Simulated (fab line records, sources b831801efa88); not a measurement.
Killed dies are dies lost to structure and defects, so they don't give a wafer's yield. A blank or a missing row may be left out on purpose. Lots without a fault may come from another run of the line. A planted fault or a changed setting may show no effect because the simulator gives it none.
A struck lot beside a sound one | flow sky130 | 18 steps out of a route of 708
Sound: wafers L167.2, L167.3, L167.4. Struck: wafers L177.1, L177.2, L177.5. The cause comes at the end.
At each step with rows: each side's tool, then ch and its chambers, then its first start. Under that, the readings that differ: sound wafers | struck wafers | difference of the means | sigmas: that difference in standard deviations of wafers without a fault.
alike: readings whose means differ by less than 2 such deviations, and words and numbers that are the same on both sides. not compared: withheld readings, readings that some wafer has no value for, bounds like >300 that may hide the same value, and numbers for which the record gives no deviation and whose values overlap.
The two part at a step that has a row with sigmas, a row that says differs or no value, or rows on one side only. Numbers that don't overlap but have no deviation are shown without sigmas and don't part them. A reading that every wafer of one side lacks parts them only if that side has two wafers or more.

first, 4 steps without rows for these wafers: SKY_VT_ADJUST_LVTN_SOFTBAKE_14 (time 60 s); SKY_VT_ADJUST_LVTN_EXPOSE_15 (exposes mask HVN STD DERIVED, target cd 600 nm); SKY_VT_ADJUST_LVTN_PEB_16; SKY_VT_ADJUST_LVTN_DEVELOP_17 (develop time 60 s).
SKY_VT_ADJUST_LVTN_OVL_MEAS_18:
  sound on overlay-01, day 9 05:14; struck on overlay-02, day 12 04:07
  alike: VT_ADJUST_LVTN_01_OVL
then, 1 step without rows for these wafers: SKY_VT_ADJUST_LVTN_IMPLANT_19.
SKY_VT_ADJUST_LVTN_STRIP_20: strips in O2/N2.
  sound on plasma_asher-03 ch 0,1, day 9 05:25; struck on plasma_asher-03 ch 0,1, day 12 04:17
  alike: chamber_pressure_mTorr, drypump_motor_current_A, oes_product_au, strip_time_to_endpoint_s
  not compared: rf_hours_counter_h
SKY_VT_ADJUST_LVTN_TW_MEAS_21:
  sound on film_metro-04, day 9 05:31; struck on film_metro-04, day 12 04:23
  alike: VT_ADJUST_LVTN_2_TW
then, 4 steps without rows for these wafers: SKY_VT_ADJUST_NCORE_DEHYDRATE_00 (time 60 s); SKY_VT_ADJUST_NCORE_HMDS_01 (prime time 60 s); SKY_VT_ADJUST_NCORE_COAT_02 (resist thk 1140 nm); SKY_VT_ADJUST_NCORE_SOFTBAKE_03 (time 60 s).
SKY_VT_ADJUST_NCORE_EXPOSE_04: exposes mask LVTN COMPLEMENT THIN, target cd 380 nm.
  sound on iline_stepper-01 ch 0, day 9 16:03; struck on iline_stepper-01 ch 0, day 12 16:56
  reading              | sound                | struck               | difference | sigmas
  exposure_dose_mJ_cm2 | 138.99 138.97 138.94 | 134.73 134.77 134.75 | -4.22      | -30
  focus_offset_nm (nm) | -1.1 0.0 -0.2        | 0.8 0.6 0.8          | +1.2       | +2
  alike: mask
then, 2 steps without rows for these wafers: SKY_VT_ADJUST_NCORE_PEB_05; SKY_VT_ADJUST_NCORE_DEVELOP_06 (develop time 60 s).
SKY_VT_ADJUST_NCORE_CD_MEAS_07: target cd 380 nm.
  sound on cd_sem-02, day 10 03:26; struck on cd_sem-02, day 13 05:40
  reading    | sound             | struck            | difference | sigmas
  cd_nm (nm) | 381.7 381.6 381.9 | 371.8 371.2 368.9 | -11.1      | -6
SKY_VT_ADJUST_NCORE_OVL_MEAS_08:
  sound on overlay-02, day 10 03:32; struck on overlay-01, day 13 05:47
  alike: VT_ADJUST_NCORE_OVL
-- the record jumps here: 37 days lie between the struck wafers' starts before and after (it left off in module VT_ADJUST_NCORE and takes up again in module PAD_OPEN, whose first step shown is number 708 of the route) --
SKY_PAD_OPEN_PROBE_99:
  sound on prober-01, day 47 06:56; struck on prober-01, day 50 05:47
  alike: killed_at_M0_to_M3, killed_at_M4_up, killed_at_contacts, killed_at_front_end, killed_at_other, killed_dies, killed_open, killed_short

WHERE THEY PART
First at SKY_VT_ADJUST_NCORE_EXPOSE_04; last, within this record, at SKY_VT_ADJUST_NCORE_CD_MEAS_07. Later steps at which nothing parts them and some readings are alike: SKY_VT_ADJUST_NCORE_OVL_MEAS_08, SKY_PAD_OPEN_PROBE_99.

WHY: what the simulator had put in
Process parameter drift: iline_stepper-01, from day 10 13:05 on, at SKY_VT_ADJUST_NCORE_EXPOSE_04. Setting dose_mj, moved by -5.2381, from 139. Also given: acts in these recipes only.
